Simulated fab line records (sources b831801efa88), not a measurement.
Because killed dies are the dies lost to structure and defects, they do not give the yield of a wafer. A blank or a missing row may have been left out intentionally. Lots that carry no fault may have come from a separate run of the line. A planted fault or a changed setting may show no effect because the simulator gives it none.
fab line records | flow sky130
record: lots: 7 wafers: 21 lastDay: 49
route steps=708 shown SONOS_ONO@184 GATE_OXIDE@187 PAD_OPEN@708
lots that met no fault: taken from a fault-free run of the same line
startH: start of the lot's first displayed wafer, in hours after the record's first day | waitH: time in hours since the lot's previous step | " the same as in the row above | L1.1+2: a single row standing in for several wafers | - no value, or no start was given | * or withheld: withheld | < > ~ a bound
route shown NAME@n: NAME is a module with steps in the file, n the number in the route of the first one | usual: mean/standard deviation taken from wafers without a fault | same: alike in all rows | chamber/n: place in a boat | sites: each site's reading | _std_site: standard deviation of those values | _edge_site: inner sites' mean taken away from outer sites' mean | radiusMm: for every site, how far away it sits from the centre of the wafer | mask NAME#n: copy n | behind: the most recent tool/chamber to have shaped the wafer | hold: why the lot was held/for how many hours/how that ended | device: the n, p or np transistor that did not switch | end of line: the tests these same wafers got at the end of their route | step lacking rows: just its recipe | killed: the dies lost at the first sort to structure and to defects; this is not the yield of the wafer | map: dies across one wafer; x = killed, . = not, _ = none there
set.NAME: setting as actually run; set.NAME@STEP: the setting as run at that earlier step | model.NAME: the simulator's own value behind a step, which no gauge read
a table for each step, a row for each wafer; lots at some steps of the route
services: a tool's chamber out of use, with start hour (startH, from the record's first day; less than 0 if before it), hours out, and reason
== steps ==
step: SKY_SONOS_ONO_WET_ETCH_16
recipe: chemistry: dHF targetDepthNm: 14 dry: n2Spin target: SiO2 dilution: 100:1 tempC: 25 timeS: 280
step: SKY_SONOS_ONO_STRIP_17
recipe: chemistry: O2/N2 powerW: 1400 pressureMtorr: 1500 platenTempC: withheld o2FlowSccm: 3000 n2FlowSccm: 300 overashFraction: 0.5
usual: drypumpMotorCurrentA: 5.7/0.34 oesProductAu: 0.711/0.0046 stripTimeToEndpointS: 14.11/0.036
columns lot.wafer tool chamber startH waitH drypumpMotorCurrentA oesProductAu rfHoursCounterH stripTimeToEndpointS
L201.3 plasmaAsher-02 0 298.32 0.0 5.7 0.713 - 14.14
L201.4 " 1 " " 5.8 0.710 - 14.11
L201.6 " 1 " " 5.8 0.711 - 14.13
L203.2 plasmaAsher-04 0 311.80 0.0 5.8 0.710 62 14.09
L203.5 " 0 " " 5.8 0.714 - 14.10
L203.6 " 1 " " 6.0 0.713 - 14.11
L212.1 plasmaAsher-03 1 387.80 0.0 5.8 0.709 59 14.14
L212.3 " 1 " " 5.8 0.705 - 14.15
L212.6 " 1 " " 5.8 0.705 - 14.10
L214.3 plasmaAsher-02 0 403.08 0.0 5.7 0.711 - 14.18
L214.4 " 1 " " 5.8 0.702 - 14.09
L214.5 " 1 " " 5.8 0.714 - 14.14
L215.1 plasmaAsher-02 0 406.38 0.0 5.7 0.712 29 14.08
L215.3 " 1 " " 5.8 0.709 - 14.10
L215.6 " 0 " " 5.7 0.705 - 14.09
L217.1 plasmaAsher-03 1 422.83 0.0 5.8 0.715 63 14.14
L217.2 " 0 " " 4.9 0.706 63 14.13
L217.3 " 1 " " 5.8 0.714 - 14.14
L219.1 plasmaAsher-04 1 444.05 0.0 6.0 0.692 1 14.14
L219.4 " 0 " " 5.8 0.712 - 14.16
L219.6 " 1 " " 6.0 0.710 - 14.14
step: SKY_SONOS_ONO_WET_ETCH_18
recipe: chemistry: H3PO4 targetDepthNm: 15 target: Si3N4 tempC: 160 timeS: 172
step: SKY_GATE_OXIDE_CLEAN_00
recipe: chemistry: SC1/SC2 mix: 1:4:20 tempC: 70 timeS: 150 dry: n2Spin
step: SKY_GATE_OXIDE_OXIDATION_01
recipe: tempC: 900 ambient: O2 stabiliseS: 600 purgeS: 300 targetThkA: 102.68 oxTimeS: 1473
step: SKY_GATE_OXIDE_THK_MEAS_02
recipe: reads: SiO2_of_GATE_OXIDE_OXIDATION_01
usual: GATE_OXIDE_OXIDATION_00_THK: 10.27/0.18
columns lot.wafer tool chamber startH waitH GATE_OXIDE_OXIDATION_00_THK[nm]
L201.3 filmMetro-01 - 306.11 0.0 9.96
L201.4 " - " " 9.89
L201.6 " - " " 10.05
L203.2 filmMetro-04 - 318.73 0.0 9.97
L203.5 " - " " 10.13
L203.6 " - " " 10.19
L212.1 filmMetro-01 - 389.42 0.0 10.13
L212.3 " - " " 10.24
L212.6 " - " " 10.21
L214.3 filmMetro-01 - 404.68 0.0 10.20
L214.4 " - " " 10.47
L214.5 " - " " 10.40
L215.1 filmMetro-01 - 408.59 0.0 10.43
L215.3 " - " " 10.39
L215.6 " - " " 10.46
L217.1 filmMetro-01 - 425.60 0.0 9.96
L217.2 " - " " 10.05
L217.3 " - " " 9.93
L219.1 filmMetro-02 - 445.81 0.0 10.14
L219.4 " - " " 10.35
L219.6 " - " " 10.21
step: SKY_GATE_OXIDE_DEHYDRATE_03
recipe: tempC: 200 timeS: 60
step: SKY_GATE_OXIDE_HMDS_04
recipe: primeTimeS: 60 primeTempC: 120
step: SKY_GATE_OXIDE_COAT_05
recipe: resist: NOVOLAK spinRpm: 3000 resistThkNm: 1140
step: SKY_GATE_OXIDE_SOFTBAKE_06
recipe: tempC: 90 timeS: 60 resist: NOVOLAK
step: SKY_GATE_OXIDE_EXPOSE_07
recipe: maskId: LVOM na: 0.6 sourceShape: conventional sigmaOuter: 0.6 polarization: unpolarized targetCdNm: 600 doseMj: 170
step: SKY_GATE_OXIDE_PEB_08
recipe: tempC: withheld timeS: * resist: NOVOLAK
step: SKY_GATE_OXIDE_DEVELOP_09
recipe: resist: NOVOLAK developer: TMAH developTimeS: 60 devTempC: 23
usual: developerTempC: 23.00/0.096
columns lot.wafer tool chamber startH waitH developerTempC
L201.3 lithoTrack-04 0 329.93 0.1 22.99
L201.4 " 0 " " 22.99
L201.6 " 0 " " 23.01
L203.2 lithoTrack-03 0 344.70 0.1 23.02
L203.5 " 0 " " 23.34
L203.6 " 0 " " 23.08
L212.1 lithoTrack-03 0 419.92 0.1 23.08
L212.3 " 0 " " 23.16
L212.6 " 0 " " 23.05
L214.3 lithoTrack-04 0 435.43 0.1 22.05
L214.4 " 0 " " 22.11
L214.5 " 0 " " 22.11
L215.1 lithoTrack-04 0 438.43 0.1 22.02
L215.3 " 0 " " 22.04
L215.6 " 0 " " 22.13
L217.1 lithoTrack-04 0 455.83 0.1 22.02
L217.2 " 0 " " 22.18
L217.3 " 0 " " 22.17
L219.1 lithoTrack-03 0 476.27 0.1 22.92
L219.4 " 0 " " 23.21
L219.6 " 0 " " 22.94
step: SKY_GATE_OXIDE_OVL_MEAS_10
usual: GATE_OXIDE_OVL: 0.4/1.3
columns lot.wafer tool chamber startH waitH GATE_OXIDE_OVL[nm]
L201.3 overlay-01 - 330.04 0.1 1.0
L201.4 " - " " -1.8
L201.6 " - " " -0.9
L203.2 overlay-01 - 344.83 0.1 -1.2
L203.5 " - " " 0.2
L203.6 " - " " -0.9
L212.1 overlay-01 - 420.07 0.1 -0.2
L212.3 " - " " 1.2
L212.6 " - " " -0.3
L214.3 overlay-01 - 435.54 0.1 0.9
L214.4 " - " " -1.3
L214.5 " - " " -0.3
L215.1 overlay-02 - 438.58 0.1 0.7
L215.3 " - " " -1.4
L215.6 " - " " 1.4
L217.1 overlay-02 - 455.98 0.1 0.7
L217.2 " - " " 1.7
L217.3 " - " " 0.9
L219.1 overlay-01 - 476.42 0.1 0.2
L219.4 " - " " 1.3
L219.6 " - " " 1.2
step: SKY_PAD_OPEN_PROBE_99
usual: killed_at_M0_to_M3: 44/7.7 killed_at_M4_up: 3.2/1.7 killedAtContacts: 24/5.3 killedAtFrontEnd: 15/4.3 killedAtOther: 0.3/0.57 killedDies: 87/11 killedOpen: 47/7.4 killedShort: 40/6.5
same: grossDies: 492 killedAtBackSide: 0
columns lot.wafer tool chamber startH waitH killed_at_M0_to_M3 killed_at_M4_up killedAtContacts killedAtFrontEnd killedAtOther killedDies killedOpen killedShort
L201.3 prober-02 - 1090.83 0.2 54 3 19 18 1 95 56 39
L201.4 prober-02 - 1090.88 0.2 33 1 15 10 1 60 29 31
L201.6 prober-02 - 1090.98 0.2 38 4 22 17 0 81 40 41
L203.2 prober-02 - 1102.65 0.1 50 5 23 13 0 91 50 41
L203.5 prober-02 - 1102.80 0.2 49 3 25 14 0 91 46 45
L203.6 prober-02 - 1102.85 0.2 37 3 19 7 0 66 34 32
L214.3 prober-02 - 1162.39 0.2 33 3 23 16 0 75 41 33
L214.4 prober-02 - 1162.44 0.2 35 5 26 20 0 86 50 36
L214.5 prober-02 - 1162.49 0.2 44 4 23 15 0 86 52 34
L215.1 prober-01 - 1162.68 0.1 46 3 11 17 0 77 41 36
L215.3 prober-01 - 1162.78 0.2 53 2 22 15 0 92 40 52
L215.6 prober-01 - 1162.93 0.2 57 8 26 23 0 114 50 63
L212.1 prober-02 - 1167.89 0.1 41 2 26 12 0 81 45 36
L212.3 prober-02 - 1167.99 0.2 41 1 20 19 1 82 43 39
L212.6 prober-02 - 1168.14 0.2 42 1 22 14 2 81 49 32
L217.1 prober-02 - 1172.10 0.1 54 3 18 13 2 90 46 44
L217.2 prober-02 - 1172.15 0.1 39 7 21 20 0 87 44 43
L217.3 prober-02 - 1172.20 0.2 55 3 22 16 0 96 53 43
L219.1 prober-02 - 1187.54 0.1 36 1 24 16 1 78 39 39
L219.4 prober-02 - 1187.69 0.2 38 2 22 17 0 79 43 36
L219.6 prober-02 - 1187.79 0.2 33 3 20 23 0 79 43 36
killed by level:class
L201.3 VIA2:geometricParticle:open=13 VIA1:geometricParticle:open=12 VIA3:geometricParticle:open=12 LI_CONTACT:geometricParticle:open=6 VIA3:geometricParticle:short=5 POLY_GATE:geometricParticle:short=4 POLY_GATE:geometricParticle:open=4 CONTACT:geometricParticle:short=4
L201.4 VIA1:geometricParticle:open=6 METAL2:geometricParticle:short=6 CONTACT:geometricParticle:open=5 LOCAL_INTERCONNECT:geometricParticle:short=4 METAL1:geometricParticle:short=4 VIA2:geometricParticle:open=4 VIA3:geometricParticle:short=4 VIA3:geometricParticle:open=4
L201.6 CONTACT:geometricParticle:open=9 VIA1:geometricParticle:open=9 FIELD_ISO:geometricParticle:short=7 POLY_GATE:geometricParticle:short=5 LI_CONTACT:geometricParticle:open=5 METAL2:geometricParticle:short=5 VIA3:geometricParticle:open=5 CONTACT:geometricParticle:short=4
L203.2 VIA1:geometricParticle:open=13 CONTACT:geometricParticle:open=12 VIA2:geometricParticle:open=8 VIA1:geometricParticle:short=7 METAL2:geometricParticle:short=6 FIELD_ISO:geometricParticle:short=5 VIA3:geometricParticle:short=5 FIELD_ISO:geometricParticle:open=4
L203.5 CONTACT:geometricParticle:open=15 VIA1:geometricParticle:open=10 VIA3:geometricParticle:open=9 FIELD_ISO:geometricParticle:short=6 METAL2:geometricParticle:short=6 LOCAL_INTERCONNECT:geometricParticle:short=5 VIA1:geometricParticle:short=5 VIA3:geometricParticle:short=5
L203.6 METAL2:geometricParticle:short=7 VIA2:geometricParticle:open=7 CONTACT:geometricParticle:open=6 VIA1:geometricParticle:open=5 LI_CONTACT:geometricParticle:open=4 LOCAL_INTERCONNECT:geometricParticle:short=4 VIA3:geometricParticle:open=4 POLY_GATE:geometricParticle:short=3
L214.3 VIA3:geometricParticle:open=7 CONTACT:geometricParticle:open=7 CONTACT:geometricParticle:short=7 VIA1:geometricParticle:open=6 FIELD_ISO:geometricParticle:open=5 LI_CONTACT:geometricParticle:open=5 VIA2:geometricParticle:open=5 FIELD_ISO:geometricParticle:short=4
L214.4 CONTACT:geometricParticle:open=10 LI_CONTACT:geometricParticle:open=8 VIA3:geometricParticle:open=7 VIA1:geometricParticle:open=6 SPACER:geometricParticle:open=5 POLY_GATE:geometricParticle:short=4 METAL1:geometricParticle:short=4 METAL2:geometricParticle:short=4
L214.5 VIA1:geometricParticle:open=12 CONTACT:geometricParticle:open=11 VIA3:geometricParticle:open=8 LI_CONTACT:geometricParticle:open=6 METAL2:geometricParticle:short=5 LI_CONTACT:geometricParticle:short=4 METAL1:geometricParticle:short=4 VIA1:geometricParticle:short=4
L215.1 VIA1:geometricParticle:open=12 VIA1:geometricParticle:short=8 CONTACT:geometricParticle:open=7 METAL2:geometricParticle:short=6 VIA2:geometricParticle:open=5 METAL1:geometricParticle:short=5 POLY_GATE:geometricParticle:open=4 POLY_GATE:geometricParticle:short=4
L215.3 METAL2:geometricParticle:short=11 VIA3:geometricParticle:open=11 CONTACT:geometricParticle:open=9 VIA1:geometricParticle:short=7 LI_CONTACT:geometricParticle:open=6 VIA1:geometricParticle:open=6 VIA3:geometricParticle:short=5 POLY_GATE:geometricParticle:short=4
L215.6 METAL1:geometricParticle:short=12 LI_CONTACT:geometricParticle:open=10 VIA1:geometricParticle:open=10 METAL2:geometricParticle:short=8 FIELD_ISO:geometricParticle:short=6 METAL4:geometricParticle:short=6 FIELD_ISO:geometricParticle:open=5 LOCAL_INTERCONNECT:geometricParticle:short=5
L212.1 VIA1:geometricParticle:open=12 CONTACT:geometricParticle:open=7 CONTACT:geometricParticle:short=7 METAL2:geometricParticle:short=5 FIELD_ISO:geometricParticle:open=4 POLY_GATE:geometricParticle:open=4 LI_CONTACT:geometricParticle:open=4 LOCAL_INTERCONNECT:geometricParticle:short=4
L212.3 VIA1:geometricParticle:open=10 VIA2:geometricParticle:open=8 LI_CONTACT:geometricParticle:open=6 CONTACT:geometricParticle:open=6 POLY_GATE:geometricParticle:short=5 CONTACT:geometricParticle:short=5 VIA3:geometricParticle:open=5 FIELD_ISO:geometricParticle:short=4
L212.6 VIA1:geometricParticle:open=11 LI_CONTACT:geometricParticle:open=9 VIA2:geometricParticle:open=9 CONTACT:geometricParticle:open=8 FIELD_ISO:geometricParticle:open=5 VIA1:geometricParticle:short=5 FIELD_ISO:geometricParticle:short=4 METAL1:geometricParticle:short=3
L217.1 VIA1:geometricParticle:open=16 METAL2:geometricParticle:short=8 VIA2:geometricParticle:open=8 VIA3:geometricParticle:short=6 LI_CONTACT:geometricParticle:open=5 LI_CONTACT:geometricParticle:short=4 CONTACT:geometricParticle:open=4 VIA1:geometricParticle:short=4
L217.2 VIA1:geometricParticle:open=10 CONTACT:geometricParticle:open=7 FIELD_ISO:geometricParticle:open=6 METAL4:geometricParticle:short=6 FIELD_ISO:geometricParticle:short=5 POLY_GATE:geometricParticle:open=5 CONTACT:geometricParticle:short=5 METAL1:geometricParticle:short=5
L217.3 VIA1:geometricParticle:open=12 LOCAL_INTERCONNECT:geometricParticle:short=8 VIA2:geometricParticle:open=8 METAL1:geometricParticle:short=7 VIA3:geometricParticle:open=7 VIA1:geometricParticle:short=6 LI_CONTACT:geometricParticle:open=5 METAL1:geometricParticle:open=5
L219.1 CONTACT:geometricParticle:open=8 VIA1:geometricParticle:open=7 VIA3:geometricParticle:open=7 VIA1:geometricParticle:short=6 FIELD_ISO:geometricParticle:open=5 FIELD_ISO:geometricParticle:short=5 CONTACT:geometricParticle:short=5 VIA3:geometricParticle:short=5
L219.4 VIA3:geometricParticle:open=9 VIA1:geometricParticle:open=7 LI_CONTACT:geometricParticle:open=6 CONTACT:geometricParticle:short=6 VIA2:geometricParticle:open=6 FIELD_ISO:geometricParticle:short=5 POLY_GATE:geometricParticle:short=4 LOCAL_INTERCONNECT:geometricParticle:short=4
L219.6 VIA1:geometricParticle:open=9 LI_CONTACT:geometricParticle:open=6 FIELD_ISO:geometricParticle:open=5 CONTACT:geometricParticle:open=5 FIELD_ISO:geometricParticle:short=4 POLY_GATE:geometricParticle:short=4 VIA2:geometricParticle:open=4 LOCAL_INTERCONNECT:geometricParticle:short=4
== services ==
columns tool chamber startH hours kind
plasmaAsher-03 - 288.44 2.5 repair
plasmaAsher-02 - 324.98 1.7 repair
plasmaAsher-03 - 418.12 2.8 pm
plasmaAsher-04 - 421.25 9.0 pm
plasmaAsher-04 0 421.25 9.0 ventCycle
plasmaAsher-04 1 421.25 9.0 ventCycle
plasmaAsher-04 0 430.25 - clean
plasmaAsher-04 1 430.25 - clean
== key ==
firstSign: step: SKY_GATE_OXIDE_DEVELOP_09 reading: developerTempC direction: down sigmas: 9.5 usual: * struck: *
effect none on later readings
metAt SKY_GATE_OXIDE_DEVELOP_09
struckWafers L214.3,L214.4,L214.5,L215.1,L215.3,L215.6,L217.1,L217.2,L217.3
testerLeftOut L214,L215,L217
onsetBetween 329.93 435.43
fault: kind: processParameterDrift tool: lithoTrack-04 chamber: - onsetH: 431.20 steps: SKY_GATE_OXIDE_DEVELOP_09 channel: devTempC offset: * shape: step endH: 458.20 actsIn: * stated: *
testerLeftOut: of these lots the tester's yield and bins aren't shown, on N5 and GAA mostly nor the transistor test; their killed dies are dies lost to structure and defects alone, not to doping, threshold or leakage, so they don't give the yield
